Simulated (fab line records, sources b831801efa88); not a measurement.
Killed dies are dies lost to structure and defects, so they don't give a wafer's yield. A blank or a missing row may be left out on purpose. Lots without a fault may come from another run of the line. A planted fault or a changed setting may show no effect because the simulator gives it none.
fab line records | flow sky130
record lots=6 wafers=18 last_day=50
route steps=708 shown SD_P@327 RES_XHIGH@332 SD_N@342 SALICIDE@361 PAD_OPEN@708
lots that met no fault: from a run of the same line without faults
start_h: hours from the record's first day to the start of the lot's first wafer shown | wait_h: hours since the lot's step before | " the same as in the row above | L1.1+2: a row that stands for several wafers | - no value, or no start given | * or withheld: withheld | < > ~ a bound
route shown NAME@n: a module of which the file shows steps, and the number in the route of the first | usual: mean/standard deviation of fault-free wafers | same: alike in all rows | chamber/n: place in a boat | sites: the reading at each site | _std_site: their standard deviation | _edge_site: outer sites' mean less inner sites' | radius_mm: how far each site lies from the wafer's centre | mask NAME#n: copy n | behind: the tool/chamber that last shaped the wafer | hold: why the lot was held/for how many hours/how that ended | device: the transistor (n, p or np) that didn't switch | end of line: the same wafers' tests at the end of the route | a step without rows: its recipe alone | killed: dies lost to structure and defects at the first sort, not the wafer's yield | map: a wafer's dies, x killed, . not, _ none there
set.NAME: the setting as run; set.NAME@STEP: as run at that earlier step | model.NAME: the simulator's own value behind a step, which no gauge read
lots at some steps of the route; a table a step, a row a wafer
services: from which hour (start_h, from the record's first day; less than 0 if before it) a tool's chamber was out of use, for how many hours, and why
## steps
# step SKY_SD_P_CD_MEAS_07
# recipe target_cd_nm=380
# usual cd_nm=380.3/2.2
# columns lot.wafer tool chamber start_h wait_h cd_nm
L108.1 cd_sem-01 - 635.17 0.1 378.0
L108.2 " - " " 379.9
L108.5 " - " " 378.1
L114.2 cd_sem-02 - 686.64 0.1 380.5
L114.5 " - " " 380.3
L114.6 " - " " 377.8
L117.2 cd_sem-01 - 704.19 0.1 378.8
L117.5 " - " " 380.4
L117.6 " - " " 379.3
L122.2 cd_sem-02 - 742.39 0.1 381.1
L122.3 " - " " 378.5
L122.6 " - " " 380.0
L125.1 cd_sem-02 - 763.87 0.1 378.8
L125.3 " - " " 380.3
L125.5 " - " " 377.9
L126.1 cd_sem-02 - 770.37 0.1 378.9
L126.3 " - " " 380.3
L126.6 " - " " 379.0
# step SKY_SD_P_OVL_MEAS_08
# usual SD_P_OVL=-1.0/1.3
# columns lot.wafer tool chamber start_h wait_h SD_P_OVL[nm]
L108.1 overlay-02 - 635.29 0.1 -2.4
L108.2 " - " " -1.5
L108.5 " - " " -0.1
L114.2 overlay-02 - 686.75 0.1 0.3
L114.5 " - " " 0.1
L114.6 " - " " 1.0
L117.2 overlay-01 - 704.29 0.1 -1.8
L117.5 " - " " -0.6
L117.6 " - " " -3.5
L122.2 overlay-02 - 742.50 0.1 -1.2
L122.3 " - " " -0.4
L122.6 " - " " -1.7
L125.1 overlay-01 - 763.99 0.1 0.1
L125.3 " - " " -0.1
L125.5 " - " " -2.3
L126.1 overlay-02 - 770.49 0.1 0.9
L126.3 " - " " -0.3
L126.6 " - " " -0.2
# step SKY_SD_P_IMPLANT_09
# recipe species=BF2 energy_kev=20 dose_cm2=3e+15 tilt_deg=0
# step SKY_SD_P_STRIP_10
# recipe chemistry=O2/N2 power_w=1400 pressure_mtorr=1500 platen_temp_c=withheld o2_flow_sccm=3000 n2_flow_sccm=300 overash_fraction=0.5
# usual drypump_motor_current_A=5.7/0.36 oes_product_au=0.617/0.0046 strip_time_to_endpoint_s=17.51/0.035
# columns lot.wafer tool chamber start_h wait_h drypump_motor_current_A oes_product_au rf_hours_counter_h strip_time_to_endpoint_s
L108.1 plasma_asher-03 0 635.47 0.1 4.9 0.613 80 17.52
L108.2 " 1 " " 5.8 0.625 80 17.47
L108.5 " 0 " " 4.9 0.613 - 17.48
L114.2 plasma_asher-02 0 686.93 0.1 5.7 0.623 58 17.52
L114.5 " 0 " " 5.7 0.612 - 17.53
L114.6 " 1 " " 5.8 0.615 - 17.51
L117.2 plasma_asher-02 1 704.47 0.1 5.8 0.617 60 17.48
L117.5 " 1 " " 5.8 0.622 - 17.45
L117.6 " 0 " " 5.7 0.613 - 17.48
L122.2 plasma_asher-03 0 742.68 0.1 4.9 0.614 91 17.60
L122.3 " 0 " " 4.9 0.619 - 17.55
L122.6 " 1 " " 5.8 0.620 - 17.51
L125.1 plasma_asher-01 1 764.18 0.1 5.9 0.622 2 17.53
L125.3 " 0 " " 5.8 0.620 - 17.49
L125.5 " 0 " " 5.9 0.625 - 17.52
L126.1 plasma_asher-01 0 770.68 0.1 5.8 0.613 3 17.48
L126.3 " 1 " " 5.9 0.614 - 17.51
L126.6 " 0 " " 5.9 0.609 - 17.47
# step SKY_SD_P_TW_MEAS_11
# usual SD_P_TW=2841/22
# columns lot.wafer tool chamber start_h wait_h SD_P_TW
L108.1 film_metro-03 - 635.57 0.1 2811
L108.2 " - " " 2814
L108.5 " - " " 2809
L114.2 film_metro-02 - 687.04 0.1 2850
L114.5 " - " " 2845
L114.6 " - " " 2850
L117.2 film_metro-02 - 704.58 0.1 2844
L117.5 " - " " 2862
L117.6 " - " " 2858
L122.2 film_metro-03 - 742.79 0.1 2801
L122.3 " - " " 2802
L122.6 " - " " 2810
L125.1 film_metro-03 - 764.28 0.1 2842
L125.3 " - " " 2818
L125.5 " - " " 2820
L126.1 film_metro-03 - 770.78 0.1 2820
L126.3 " - " " 2829
L126.6 " - " " 2816
# step SKY_RES_XHIGH_DEHYDRATE_00
# recipe temp_c=200 time_s=60
# step SKY_RES_XHIGH_HMDS_01
# recipe prime_time_s=60 prime_temp_c=120
# step SKY_RES_XHIGH_COAT_02
# recipe resist=NOVOLAK spin_rpm=3000 resist_thk_nm=1140
# step SKY_RES_XHIGH_SOFTBAKE_03
# recipe temp_c=90 time_s=60 resist=NOVOLAK
# step SKY_RES_XHIGH_EXPOSE_04
# recipe mask_id=URPM na=0.6 source_shape=conventional sigma_outer=0.6 polarization=unpolarized target_cd_nm=1270 dose_mj=140
# step SKY_RES_XHIGH_PEB_05
# recipe temp_c=withheld time_s=* resist=NOVOLAK
# step SKY_RES_XHIGH_DEVELOP_06
# recipe resist=NOVOLAK developer=TMAH develop_time_s=60 dev_temp_c=23
# step SKY_RES_XHIGH_IMPLANT_07
# recipe species=BF2 energy_kev=20 dose_cm2=3.6e+14 tilt_deg=0
# usual beam_on_s=39.9/1.8 dose_ions_cm2=3.6e+14/3.7e+11 faraday_current_uA=509/24
# columns lot.wafer tool chamber start_h wait_h beam_on_s dose_ions_cm2 faraday_current_uA
L108.1 implanter-02 0 664.17 0.1 40.2 3.595e+14 507
L108.2 " 0 " " 38.2 3.602e+14 532
L108.5 " 0 " " 40.6 3.594e+14 499
L114.2 implanter-03 0 715.60 0.1 32.9 2.967e+14 507
L114.5 " 0 " " 34.6 2.961e+14 486
L114.6 " 0 " " 33.7 2.971e+14 497
L117.2 implanter-03 0 732.05 0.1 34.3 2.966e+14 488
L117.5 " 0 " " 35.3 2.962e+14 473
L117.6 " 0 " " 32.9 2.962e+14 507
L122.2 implanter-01 0 769.65 0.1 36.3 3.603e+14 558
L122.3 " 0 " " 36.2 3.602e+14 562
L122.6 " 0 " " 36.4 3.603e+14 557
L125.1 implanter-03 0 791.17 0.1 41.0 3.604e+14 497
L125.3 " 0 " " 41.7 3.604e+14 486
L125.5 " 0 " " 41.6 3.603e+14 487
L126.1 implanter-02 0 797.42 0.1 39.0 3.597e+14 522
L126.3 " 0 " " 40.4 3.599e+14 503
L126.6 " 0 " " 39.6 3.598e+14 512
# step SKY_RES_XHIGH_STRIP_08
# recipe chemistry=O2/N2 power_w=1400 pressure_mtorr=1500 platen_temp_c=withheld o2_flow_sccm=3000 n2_flow_sccm=300 overash_fraction=0.5
# usual drypump_motor_current_A=5.6/0.44 oes_product_au=0.711/0.0049 strip_time_to_endpoint_s=14.27/0.035
# columns lot.wafer tool chamber start_h wait_h drypump_motor_current_A oes_product_au rf_hours_counter_h strip_time_to_endpoint_s
L108.1 plasma_asher-03 1 664.32 0.1 5.8 0.709 83 14.33
L108.2 " 0 " " 4.9 0.712 83 14.30
L108.5 " 1 " " 5.8 0.708 - 14.36
L114.2 plasma_asher-03 0 715.73 0.1 4.9 0.717 88 14.17
L114.5 " 1 " " 5.8 0.708 - 14.17
L114.6 " 0 " " 4.9 0.720 - 14.19
L117.2 plasma_asher-03 0 732.18 0.1 4.9 0.723 89 14.19
L117.5 " 0 " " 4.9 0.713 - 14.21
L117.6 " 1 " " 5.8 0.720 - 14.19
L122.2 plasma_asher-01 1 769.78 0.1 5.9 0.713 2 14.30
L122.3 " 1 " " 5.9 0.701 - 14.34
L122.6 " 0 " " 5.8 0.717 - 14.32
L125.1 plasma_asher-04 0 791.32 0.1 5.8 0.713 37 14.28
L125.3 " 1 " " 6.0 0.711 - 14.26
L125.5 " 1 " " 6.0 0.706 - 14.27
L126.1 plasma_asher-04 1 797.57 0.1 6.0 0.715 38 14.26
L126.3 " 1 " " 6.0 0.708 - 14.26
L126.6 " 1 " " 6.0 0.714 - 14.25
# step SKY_RES_XHIGH_TW_MEAS_09
# usual RES_XHIGH_TW=1652/9.9
# columns lot.wafer tool chamber start_h wait_h RES_XHIGH_TW
L108.1 film_metro-04 - 664.42 0.1 1650
L108.2 " - " " 1649
L108.5 " - " " 1661
L114.2 film_metro-03 - 715.84 0.1 1549
L114.5 " - " " 1554
L114.6 " - " " 1561
L117.2 film_metro-03 - 732.29 0.1 1535
L117.5 " - " " 1527
L117.6 " - " " 1524
L122.2 film_metro-02 - 769.89 0.1 1658
L122.3 " - " " 1663
L122.6 " - " " 1658
L125.1 film_metro-04 - 791.42 0.1 1654
L125.3 " - " " 1654
L125.5 " - " " 1653
L126.1 film_metro-03 - 797.67 0.1 1644
L126.3 " - " " 1642
L126.6 " - " " 1653
# step SKY_SD_N_DEHYDRATE_00
# recipe temp_c=200 time_s=60
# step SKY_SD_N_HMDS_01
# recipe prime_time_s=60 prime_temp_c=120
# step SKY_SD_N_COAT_02
# recipe resist=NOVOLAK spin_rpm=3000 resist_thk_nm=1140
# step SKY_SD_N_SOFTBAKE_03
# recipe temp_c=90 time_s=60 resist=NOVOLAK
# step SKY_SD_N_EXPOSE_04
# recipe mask_id=NSDM na=0.6 source_shape=conventional sigma_outer=0.6 polarization=unpolarized target_cd_nm=380 dose_mj=141
# step SKY_SD_N_PEB_05
# recipe temp_c=withheld time_s=* resist=NOVOLAK
# step SKY_SD_N_DEVELOP_06
# recipe resist=NOVOLAK developer=TMAH develop_time_s=60 dev_temp_c=23
# step SKY_SD_N_CD_MEAS_07
# recipe target_cd_nm=380
# usual cd_nm=380.2/2.7
# columns lot.wafer tool chamber start_h wait_h cd_nm
L108.1 cd_sem-02 - 691.92 0.1 381.3
L108.2 " - " " 381.6
L108.5 " - " " 379.3
L114.2 cd_sem-01 - 743.45 0.1 380.0
L114.5 " - " " 384.7
L114.6 " - " " 381.6
L117.2 cd_sem-02 - 759.24 0.1 378.0
L117.5 " - " " 377.8
L117.6 " - " " 377.9
L122.2 cd_sem-02 - 796.45 0.1 378.1
L122.3 " - " " 378.5
L122.6 " - " " 380.1
L125.1 cd_sem-01 - 816.88 0.1 380.4
L125.3 " - " " 382.7
L125.5 " - " " 376.6
L126.1 cd_sem-01 - 823.38 0.1 379.6
L126.3 " - " " 382.1
L126.6 " - " " 379.0
# step SKY_SD_N_OVL_MEAS_08
# usual SD_N_OVL=-0.8/1.3
# columns lot.wafer tool chamber start_h wait_h SD_N_OVL[nm]
L108.1 overlay-02 - 692.04 0.1 1.3
L108.2 " - " " 1.0
L108.5 " - " " 3.2
L114.2 overlay-01 - 743.55 0.1 -2.9
L114.5 " - " " -0.5
L114.6 " - " " -3.7
L117.2 overlay-02 - 759.35 0.1 -0.5
L117.5 " - " " 0.8
L117.6 " - " " 1.1
L122.2 overlay-01 - 796.55 0.1 0.5
L122.3 " - " " -0.2
L122.6 " - " " 1.5
L125.1 overlay-01 - 817.00 0.1 -1.4
L125.3 " - " " -1.2
L125.5 " - " " -1.8
L126.1 overlay-02 - 823.50 0.1 0.6
L126.3 " - " " -1.1
L126.6 " - " " 1.9
# step SKY_SD_N_IMPLANT_09
# recipe species=As energy_kev=50 dose_cm2=4e+15 tilt_deg=0
# step SKY_SD_N_IMPLANT_10
# recipe species=P energy_kev=20 dose_cm2=1e+14 tilt_deg=0
# step SKY_SD_N_STRIP_11
# recipe chemistry=O2/N2 power_w=1400 pressure_mtorr=1500 platen_temp_c=withheld o2_flow_sccm=3000 n2_flow_sccm=300 overash_fraction=0.5
# usual drypump_motor_current_A=5.7/0.39 oes_product_au=0.527/0.0045 strip_time_to_endpoint_s=22.56/0.037
# columns lot.wafer tool chamber start_h wait_h drypump_motor_current_A oes_product_au rf_hours_counter_h strip_time_to_endpoint_s
L108.1 plasma_asher-02 0 692.38 0.1 5.7 0.524 59 22.53
L108.2 " 1 " " 5.8 0.533 59 22.53
L108.5 " 0 " " 5.7 0.530 - 22.54
L114.2 plasma_asher-03 0 743.88 0.1 4.9 0.524 91 22.52
L114.5 " 1 " " 5.8 0.526 - 22.55
L114.6 " 0 " " 4.9 0.534 - 22.55
L117.2 plasma_asher-04 1 759.68 0.1 6.0 0.528 34 22.58
L117.5 " 0 " " 5.8 0.525 - 22.61
L117.6 " 1 " " 6.0 0.527 - 22.58
L122.2 plasma_asher-02 0 796.88 0.1 5.7 0.525 69 22.55
L122.3 " 1 " " 5.8 0.529 - 22.55
L122.6 " 1 " " 5.8 0.525 - 22.54
L125.1 plasma_asher-04 0 817.33 0.1 5.8 0.534 40 22.53
L125.3 " 1 " " 6.0 0.523 - 22.53
L125.5 " 1 " " 6.0 0.528 - 22.50
L126.1 plasma_asher-04 0 823.83 0.1 5.8 0.514 41 22.57
L126.3 " 1 " " 6.0 0.534 - 22.52
L126.6 " 1 " " 6.0 0.523 - 22.55
# step SKY_SD_N_TW_MEAS_12
# usual SD_N_TW=4008/28
# columns lot.wafer tool chamber start_h wait_h SD_N_TW
L108.1 film_metro-04 - 692.48 0.1 4030
L108.2 " - " " 4028
L108.5 " - " " 4019
L114.2 film_metro-02 - 743.99 0.1 4025
L114.5 " - " " 4037
L114.6 " - " " 4042
L117.2 film_metro-03 - 759.79 0.1 3958
L117.5 " - " " 3979
L117.6 " - " " 3975
L122.2 film_metro-03 - 796.99 0.1 3985
L122.3 " - " " 3993
L122.6 " - " " 3998
L125.1 film_metro-03 - 817.43 0.1 3986
L125.3 " - " " 3967
L125.5 " - " " 3934
L126.1 film_metro-04 - 823.93 0.1 4014
L126.3 " - " " 4018
L126.6 " - " " 4017
# step SKY_SD_N_CLEAN_13
# recipe chemistry=SC1/SC2 mix=1:4:20 temp_c=70 time_s=150 dry=n2_spin
# step SKY_SD_N_RTA_14
# recipe temp_c=1075 time_s=2 idle_temp_c=650 ramp_up_c_per_s=150 ramp_down_c_per_s=90 ambient=N2
# usual lamp_power_pct=15.73/0.054 ramp_down_c_per_s=90.001/0.015 wafer_temp_C_max=1078.1/1.3
# columns lot.wafer tool chamber start_h wait_h lamp_power_pct ramp_down_c_per_s wafer_temp_C_max
L108.1 rtp_anneal-01 0 692.59 0.0 15.78 90.019 1078.7
L108.2 " 0 " " 15.68 90.034 1080.4
L108.5 " 0 " " 15.79 90.020 1078.5
L114.2 rtp_anneal-02 0 744.15 0.0 15.73 90.002 1078.9
L114.5 " 0 " " 15.66 89.995 1077.7
L114.6 " 0 " " 15.76 89.998 1079.9
L117.2 rtp_anneal-02 0 759.90 0.0 15.86 89.997 1077.5
L117.5 " 0 " " 15.76 90.003 1078.7
L117.6 " 0 " " 15.69 89.954 1079.6
L122.2 rtp_anneal-02 0 797.11 0.0 15.76 90.001 1077.7
L122.3 " 0 " " 15.72 90.002 1078.5
L122.6 " 0 " " 15.79 89.996 1076.7
L125.1 rtp_anneal-01 0 817.54 0.0 15.66 90.015 1078.7
L125.3 " 0 " " 15.74 89.997 1077.9
L125.5 " 0 " " 15.80 90.015 1077.2
L126.1 rtp_anneal-02 0 824.04 0.0 15.62 89.991 1075.1
L126.3 " 0 " " 15.72 90.016 1078.3
L126.6 " 0 " " 15.71 89.991 1077.6
# step SKY_SD_N_RS_MEAS_16
# recipe thk_meas_gauge=four-point-probe
# usual SD_N_RS=68.47/0.14
# columns lot.wafer tool chamber start_h wait_h SD_N_RS[ohm/sq]
L108.1 film_metro-03 - 692.76 0.1 68.45
L108.2 " - " " 68.32
L108.5 " - " " 68.52
L114.2 film_metro-03 - 744.38 0.1 68.24
L114.5 " - " " 68.34
L114.6 " - " " 68.52
L117.2 film_metro-04 - 760.08 0.1 68.41
L117.5 " - " " 68.40
L117.6 " - " " 68.33
L122.2 film_metro-02 - 797.29 0.1 68.69
L122.3 " - " " 68.66
L122.6 " - " " 68.51
L125.1 film_metro-04 - 817.72 0.1 68.42
L125.3 " - " " 68.34
L125.5 " - " " 68.39
L126.1 film_metro-03 - 824.22 0.1 68.46
L126.3 " - " " 68.31
L126.6 " - " " 68.29
# step SKY_SD_N_RS_MEAS_17
# recipe thk_meas_gauge=four-point-probe
# usual SD_P_RS=146.9/0.4
# columns lot.wafer tool chamber start_h wait_h SD_P_RS[ohm/sq]
L108.1 film_metro-03 - 692.88 0.1 147.1
L108.2 " - " " 147.1
L108.5 " - " " 146.3
L114.2 film_metro-03 - 744.50 0.1 146.2
L114.5 " - " " 146.2
L114.6 " - " " 146.5
L117.2 film_metro-04 - 760.20 0.1 146.8
L117.5 " - " " 147.1
L117.6 " - " " 146.8
L122.2 film_metro-02 - 797.41 0.1 147.1
L122.3 " - " " 146.7
L122.6 " - " " 147.0
L125.1 film_metro-04 - 817.84 0.1 146.6
L125.3 " - " " 146.6
L125.5 " - " " 146.9
L126.1 film_metro-03 - 824.34 0.1 146.5
L126.3 " - " " 146.5
L126.6 " - " " 146.5
# step SKY_SD_N_RS_MEAS_18
# recipe thk_meas_gauge=four-point-probe
# usual RES_XHIGH_RS=332.9/1.5
# columns lot.wafer tool chamber start_h wait_h RES_XHIGH_RS[ohm/sq]
L108.1 film_metro-03 - 693.00 0.1 332.5
L108.2 " - " " 331.5
L108.5 " - " " 331.2
L114.2 film_metro-03 - 744.62 0.1 385.5
L114.5 " - " " 385.7
L114.6 " - " " 384.3
L117.2 film_metro-04 - 760.32 0.1 390.9
L117.5 " - " " 389.3
L117.6 " - " " 390.1
L122.2 film_metro-02 - 797.53 0.1 334.0
L122.3 " - " " 333.4
L122.6 " - " " 334.3
L125.1 film_metro-04 - 817.96 0.1 331.5
L125.3 " - " " 332.3
L125.5 " - " " 332.2
L126.1 film_metro-03 - 824.46 0.1 330.7
L126.3 " - " " 330.5
L126.6 " - " " 330.3
# step SKY_SALICIDE_CLEAN_00
# recipe chemistry=HF-last time_s=30 dilution=100:1 dry=ipa_marangoni
# step SKY_PAD_OPEN_PROBE_99
# usual killed_at_M0_to_M3=44/7.7 killed_at_M4_up=3.2/1.7 killed_at_contacts=24/5.3 killed_at_front_end=15/4.3 killed_at_other=0.3/0.57 killed_dies=87/11 killed_on_rim=17/3.8 killed_open=47/7.4 killed_short=40/6.5
# same gross_dies=492 killed_at_back_side=0
# columns lot.wafer tool chamber start_h wait_h killed_at_M0_to_M3 killed_at_M4_up killed_at_contacts killed_at_front_end killed_at_other killed_dies killed_on_rim killed_open killed_short model.etest.res_xhigh_po.line_ohm_um model.etest.res_xhigh_po.rs_ohm_sq model.etest.res_xhigh_po.rs_ohm_sq_range
L108.1 prober-02 - 1111.25 0.1 40 6 22 9 0 77 13 39 38 5466 1911 97.31
L108.2 prober-02 - 1111.30 0.1 45 4 28 11 0 88 17 54 34 5596 1946 87.53
L108.5 prober-02 - 1111.45 0.2 41 3 29 11 1 85 13 44 41 5536 1937 98.34
L114.2 prober-01 - 1144.25 0.1 60 5 27 9 1 102 21 52 50 8086 2812 97.03
L114.5 prober-01 - 1144.40 0.2 54 1 17 15 1 88 13 45 43 8321 2871 74.88
L114.6 prober-01 - 1144.45 0.2 41 4 34 14 0 93 16 48 45 8180 2801 104.6
L117.2 prober-01 - 1155.81 0.1 38 4 19 17 1 79 24 46 32 8311 2922 152.5
L117.5 prober-01 - 1155.96 0.2 44 4 22 17 2 89 18 46 42 8353 2914 143.6
L117.6 prober-01 - 1156.01 0.2 48 2 26 23 1 100 18 50 50 8138 2891 107.4
L122.2 prober-01 - 1179.60 0.1 41 0 37 21 0 99 16 59 40 5652 1990 87.27
L122.3 prober-01 - 1179.65 0.2 43 4 30 14 0 91 19 45 46 5703 1998 75.53
L122.6 prober-01 - 1179.80 0.2 43 6 23 21 0 93 23 57 36 5594 1947 79.85
L125.1 prober-02 - 1191.10 0.1 62 4 33 12 1 112 24 65 47 5430 1933 134.4
L125.3 prober-02 - 1191.20 0.2 42 2 18 22 0 84 18 46 38 5447 1906 142.9
L125.5 prober-02 - 1191.30 0.2 54 1 29 20 0 104 24 62 41 5716 1999 135.9
L126.1 prober-01 - 1194.14 0.1 33 4 24 17 2 80 12 43 36 5679 2027 47.04
L126.3 prober-01 - 1194.24 0.2 35 4 20 12 0 71 14 38 33 5757 1993 61.73
L126.6 prober-01 - 1194.39 0.2 44 1 27 12 1 85 10 40 44 5539 1939 38.82
# killed by level:class
L108.1 VIA1:geometric_particle:open=9 LI_CONTACT:geometric_particle:open=8 VIA3:geometric_particle:open=7 METAL1:geometric_particle:short=6 METAL2:geometric_particle:short=6 LOCAL_INTERCONNECT:geometric_particle:short=5 METAL4:geometric_particle:short=4 LI_CONTACT:geometric_particle:short=3
L108.2 CONTACT:geometric_particle:open=15 VIA1:geometric_particle:open=12 VIA2:geometric_particle:open=9 VIA3:geometric_particle:open=8 CONTACT:geometric_particle:short=6 METAL2:geometric_particle:short=5 FIELD_ISO:geometric_particle:short=3 POLY_GATE:geometric_particle:short=3
L108.5 CONTACT:geometric_particle:open=12 VIA2:geometric_particle:open=9 LOCAL_INTERCONNECT:geometric_particle:short=6 CONTACT:geometric_particle:short=6 VIA3:geometric_particle:open=6 LI_CONTACT:geometric_particle:open=5 VIA1:geometric_particle:short=4 VIA1:geometric_particle:open=4
L114.2 VIA1:geometric_particle:open=20 METAL1:geometric_particle:short=8 CONTACT:geometric_particle:open=7 VIA3:geometric_particle:short=6 VIA1:geometric_particle:short=6 VIA2:geometric_particle:open=6 LI_CONTACT:geometric_particle:short=5 LI_CONTACT:geometric_particle:open=5
L114.5 VIA1:geometric_particle:open=12 METAL1:geometric_particle:short=9 METAL2:geometric_particle:short=9 VIA2:geometric_particle:open=9 FIELD_ISO:geometric_particle:open=6 VIA3:geometric_particle:open=6 LI_CONTACT:geometric_particle:open=5 POLY_GATE:geometric_particle:short=4
L114.6 CONTACT:geometric_particle:open=18 VIA1:geometric_particle:open=8 LI_CONTACT:geometric_particle:open=6 METAL2:geometric_particle:short=6 METAL1:geometric_particle:short=6 VIA3:geometric_particle:short=5 FIELD_ISO:geometric_particle:short=4 POLY_GATE:geometric_particle:short=4
L117.2 CONTACT:geometric_particle:open=11 VIA1:geometric_particle:open=8 POLY_GATE:geometric_particle:open=7 METAL2:geometric_particle:short=7 VIA3:geometric_particle:open=5 FIELD_ISO:geometric_particle:open=4 METAL1:geometric_particle:short=4 VIA2:geometric_particle:open=4
L117.5 VIA1:geometric_particle:open=12 LI_CONTACT:geometric_particle:open=8 VIA3:geometric_particle:open=6 CONTACT:geometric_particle:open=6 FIELD_ISO:geometric_particle:short=5 FIELD_ISO:geometric_particle:open=4 POLY_GATE:geometric_particle:open=4 VIA2:geometric_particle:short=4
L117.6 VIA1:geometric_particle:open=15 CONTACT:geometric_particle:open=8 VIA1:geometric_particle:short=8 FIELD_ISO:geometric_particle:short=6 CONTACT:geometric_particle:short=5 POLY_GATE:geometric_particle:short=5 LI_CONTACT:geometric_particle:short=5 METAL1:geometric_particle:short=5
L122.2 CONTACT:geometric_particle:open=16 VIA3:geometric_particle:open=11 CONTACT:geometric_particle:short=7 VIA2:geometric_particle:open=7 METAL2:geometric_particle:short=7 METAL1:geometric_particle:short=6 POLY_GATE:geometric_particle:open=5 VIA1:geometric_particle:open=5
L122.3 CONTACT:geometric_particle:open=12 METAL3:geometric_particle:short=8 LI_CONTACT:geometric_particle:open=7 VIA1:geometric_particle:short=7 VIA1:geometric_particle:open=6 VIA3:geometric_particle:open=6 VIA2:geometric_particle:open=5 CONTACT:geometric_particle:short=5
L122.6 VIA2:geometric_particle:open=9 CONTACT:geometric_particle:open=9 LI_CONTACT:geometric_particle:open=8 VIA3:geometric_particle:open=6 FIELD_ISO:geometric_particle:open=5 VIA1:geometric_particle:open=5 METAL2:geometric_particle:short=5 POLY_GATE:geometric_particle:open=4
L125.1 VIA1:geometric_particle:open=13 CONTACT:geometric_particle:open=13 VIA3:geometric_particle:open=11 METAL2:geometric_particle:short=10 VIA1:geometric_particle:short=8 LI_CONTACT:geometric_particle:open=7 METAL1:geometric_particle:short=7 VIA2:geometric_particle:open=6
L125.3 VIA1:geometric_particle:open=11 FIELD_ISO:geometric_particle:short=10 CONTACT:geometric_particle:open=7 LI_CONTACT:geometric_particle:open=6 VIA1:geometric_particle:short=6 POLY_GATE:geometric_particle:open=5 VIA2:geometric_particle:short=5 VIA3:geometric_particle:open=5
L125.5 VIA1:geometric_particle:open=17 VIA3:geometric_particle:open=14 CONTACT:geometric_particle:short=9 CONTACT:geometric_particle:open=8 POLY_GATE:geometric_particle:short=7 LI_CONTACT:geometric_particle:open=7 POLY_GATE:geometric_particle:open=5 METAL1:geometric_particle:short=5
L126.1 CONTACT:geometric_particle:open=8 LOCAL_INTERCONNECT:geometric_particle:short=7 VIA3:geometric_particle:open=6 VIA1:geometric_particle:open=5 VIA1:geometric_particle:short=5 VIA2:geometric_particle:open=5 FIELD_ISO:geometric_particle:open=4 LI_CONTACT:geometric_particle:open=4
L126.3 VIA3:geometric_particle:open=9 CONTACT:geometric_particle:open=7 CONTACT:geometric_particle:short=5 METAL2:geometric_particle:short=5 VIA1:geometric_particle:open=5 LI_CONTACT:geometric_particle:open=4 VIA3:geometric_particle:short=4 FIELD_ISO:geometric_particle:short=3
L126.6 VIA1:geometric_particle:short=9 LI_CONTACT:geometric_particle:open=8 VIA1:geometric_particle:open=8 CONTACT:geometric_particle:short=7 VIA3:geometric_particle:open=6 POLY_GATE:geometric_particle:short=5 CONTACT:geometric_particle:open=5 POLY_GATE:geometric_particle:open=4
## services
# columns tool chamber start_h hours kind
implanter-01 - 644.56 0.8 repair
implanter-02 - 690.89 5.2 repair
implanter-03 - 693.70 1.4 repair
plasma_asher-03 - 723.94 6.9 repair
plasma_asher-01 - 733.75 9.0 pm
plasma_asher-01 0 733.75 9.0 vent_cycle
plasma_asher-01 1 733.75 9.0 vent_cycle
plasma_asher-01 0 742.75 - clean
plasma_asher-01 1 742.75 - clean
implanter-01 - 761.63 3.5 repair
implanter-02 - 805.63 2.3 repair
implanter-01 - 805.91 14.4 repair
plasma_asher-03 - 810.41 15.6 pm
## key
first_sign step=SKY_RES_XHIGH_IMPLANT_07 reading=dose_ions_cm2 direction=down sigmas=99+ usual=* struck=*
effect step=SKY_RES_XHIGH_IMPLANT_07 reading=beam_on_s direction=down sigmas=3.3 usual=39.9 struck=34.0
effect step=SKY_RES_XHIGH_STRIP_08 reading=strip_time_to_endpoint_s direction=down sigmas=2.5 usual=* struck=*
effect step=SKY_RES_XHIGH_TW_MEAS_09 reading=RES_XHIGH_TW direction=down sigmas=11 usual=1652 struck=1542
effect step=SKY_SD_N_RS_MEAS_18 reading=RES_XHIGH_RS direction=up sigmas=37 usual=332.9 struck=387.6
model_effect step=SKY_PAD_OPEN_PROBE_99 value=etest.res_xhigh_po.line_ohm_um without=5586 struck=8231
met_at SKY_RES_XHIGH_IMPLANT_07
struck_wafers L114.2,L114.5,L114.6,L117.2,L117.5,L117.6
tester_left_out L114,L117
fault kind=process_parameter_drift tool=implanter-03 chamber=- onset_h=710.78 steps=SKY_RES_XHIGH_IMPLANT_07 channel=dose_cm2 offset=* shape=step end_h=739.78 acts_in=* stated=*
# tester_left_out: of these lots the tester's yield and bins aren't shown, on N5 and GAA mostly nor the transistor test; their killed dies are dies lost to structure and defects alone, not to doping, threshold or leakage, so they don't give the yield
